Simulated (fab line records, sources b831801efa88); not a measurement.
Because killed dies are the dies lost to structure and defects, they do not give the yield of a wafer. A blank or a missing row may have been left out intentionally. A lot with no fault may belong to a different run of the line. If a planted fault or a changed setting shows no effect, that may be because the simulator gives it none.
Chamber matching	flow sky130	SKY_VIA1_ETCH_14 on rie_diel-02 has 4 sister chambers
The step etches BARC in N2/H2, stops on SiO2, time 45.9 s, target depth 60 nm. 27 wafers are shown with their chamber, then 12 later ones without.

== WAFERS, EACH WITH ITS CHAMBER ==
wafer	chamber	drypump_motor_current_A (A)	throttle_valve_pct (%)	oes_product_au (a.u.)
L080.1	0	5.7	13.238	0.852
L080.4	1	6.2	13.212	0.846
L080.6	1	6.2	13.221	0.850
L079.2	3	6.4	13.216	0.848
L079.3	1	6.1	13.215	0.859
L079.5	0	5.7	13.214	0.844
L081.2	1	6.2	13.218	0.846
L081.3	0	5.7	13.212	0.848
L081.6	2	6.2	13.241	0.846
L082.2	0	5.7	13.230	0.849
L082.4	1	6.1	13.217	0.859
L082.5	0	5.7	13.231	0.845
L084.3	0	5.7	13.230	0.863
L084.4	1	6.2	13.232	0.856
L084.5	2	6.2	13.225	0.858
L085.1	1	6.1	13.211	0.856
L085.4	0	5.7	13.232	0.855
L085.5	0	5.7	13.231	0.854
L086.4	3	6.5	13.223	0.867
L086.5	3	6.5	13.216	0.854
L086.6	2	6.2	13.229	0.857
L088.1	2	6.2	13.223	0.861
L088.5	3	6.5	13.227	0.853
L088.6	2	6.2	13.238	0.853
L089.1	1	6.1	13.225	0.853
L089.4	2	6.2	13.213	0.856
L089.5	2	6.2	13.229	0.862

SIGNATURES (averages over the wafers above)
reading	chamber 0	chamber 1	chamber 2	chamber 3	scatter within a chamber
drypump_motor_current_A	5.700	6.150	6.200	6.475	0.0346
throttle_valve_pct	13.22725	13.21888	13.22829	13.22050	0.00821
oes_product_au	0.85125	0.85313	0.85614	0.85550	0.00603
Rule: for a wafer and a chamber, the distance is found by dividing, reading by reading, the gap between the wafer's reading and the chamber's mean by the reading's scatter, squaring, summing and taking the root. If the next closest chamber is less than 2 further off than the closest, the wafer can't be placed; otherwise it belongs to the closest. The scatter is the square root of a quotient: the sum, over the shown wafers, of each reading's squared deviation from its chamber's mean, divided by wafers minus chambers.

== WAFERS WITHOUT THEIR CHAMBER ==
wafer	drypump_motor_current_A (A)	throttle_valve_pct (%)	oes_product_au (a.u.)
L090.1	5.8	13.216	0.852
L090.4	6.4	13.219	0.860
L090.5	6.1	13.223	0.855
L091.2	6.2	13.217	0.859
L091.3	6.1	13.230	0.861
L091.5	6.2	13.218	0.867
L094.1	6.5	13.228	0.862
L094.4	6.2	13.229	0.857
L094.5	5.7	13.230	0.857
L097.1	5.7	13.228	0.856
L097.4	6.1	13.217	0.861
L097.6	6.1	13.220	0.856

== THE CHAMBER EACH PASSED THROUGH ==
wafer	from the rows above	in truth
L090.1	0	0
L090.4	3	3
L090.5	can't be placed: 1 or 2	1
L091.2	can't be placed: 2 or 1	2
L091.3	can't be placed: 1 or 2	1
L091.5	can't be placed: 2 or 1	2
L094.1	3	3
L094.4	can't be placed: 2 or 1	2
L094.5	0	0
L097.1	0	0
L097.4	can't be placed: 1 or 2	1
L097.6	can't be placed: 1 or 2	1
Placed correctly: 5 of 12. From these rows, 7 cannot be placed; in 7 the true chamber is one of the candidates. 0 placed wrongly.
